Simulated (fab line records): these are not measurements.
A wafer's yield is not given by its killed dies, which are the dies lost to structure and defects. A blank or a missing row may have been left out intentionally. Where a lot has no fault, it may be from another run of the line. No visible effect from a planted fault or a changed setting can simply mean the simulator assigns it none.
The tool behind it: which one? | flow gf180mcu | 21 wafers from 7 lots sampled at 3 of the route's 602 steps

## WHAT EACH GAUGE READ, for each wafer
GF_VT_IMPLANT_TW_MEAS_32.
lot  | measured     | on            | VT_IMPLANT_3_TW
L499 | day 8 01:05  | film-metro-01 | 274 274 275
L501 | day 8 13:14  | film-metro-03 | 30 30 30
L503 | day 9 02:34  | film-metro-04 | 30 30 30
L510 | day 10 23:35 | film-metro-03 | 267 267 267
L512 | day 11 10:54 | film-metro-01 | 276 274 275
L514 | day 11 23:22 | film-metro-01 | 274 275 274
L517 | day 12 19:23 | film-metro-01 | 273 274 274

## WHICH TOOL RAN EACH LOT (tool, then ch and the chambers of the sampled wafers, then the start)
lot  | GF_NWELL_STRIP_10                   | GF_VT_IMPLANT_IMPLANT_30
L499 | plasma-asher-03 ch 1, day 4 06:17   | implanter-03 ch 0, day 8 00:51
L501 | plasma-asher-04 ch 0,1, day 4 16:23 | implanter-01, day 8 13:00
L503 | plasma-asher-01 ch 1, day 5 04:47   | implanter-03, day 9 02:19
L510 | plasma-asher-03 ch 0,1, day 6 18:14 | implanter-01 ch 0, day 10 23:21
L512 | plasma-asher-01 ch 0,1, day 7 04:26 | implanter-01 ch 0, day 11 10:41
L514 | plasma-asher-04 ch 0,1, day 7 14:50 | implanter-02 ch 0, day 11 23:08
L517 | plasma-asher-03 ch 0,1, day 8 06:20 | implanter-03 ch 0, day 12 19:09
- GF_NWELL_STRIP_10: strips in O2/N2.
- GF_VT_IMPLANT_IMPLANT_30

## THE ANSWER, worked out from the rows above alone
Rule: the lots themselves supply what counts as usual. The widest of any qualifying gaps counts: lots, ordered by their means at a reading, are off when they make up no more than a third of the lots, leave a main group of 4 or more, and stand apart from it by 3 or more times the standard deviation of that group's means. A main group whose means are all the same, to the digits that the tables above print for the reading, isn't used. A lot without any number at a reading at which 4 lots or more have one is off too. Where the step has rows for the other lots, those lots are counted as sound.
Off: at GF_VT_IMPLANT_TW_MEAS_32 (VT_IMPLANT_3_TW), L501, L503. The main group has a mean of 273 with a standard deviation of 3.
If a tool, at a process step before that reading, ran all the lots that are off and no sound lot after the first of them, it fits. The gauges at GF_VT_IMPLANT_TW_MEAS_32 are tried like those tools. Of those tried, none fits.

## WHAT HAD BEEN PUT IN BY THE SIMULATOR
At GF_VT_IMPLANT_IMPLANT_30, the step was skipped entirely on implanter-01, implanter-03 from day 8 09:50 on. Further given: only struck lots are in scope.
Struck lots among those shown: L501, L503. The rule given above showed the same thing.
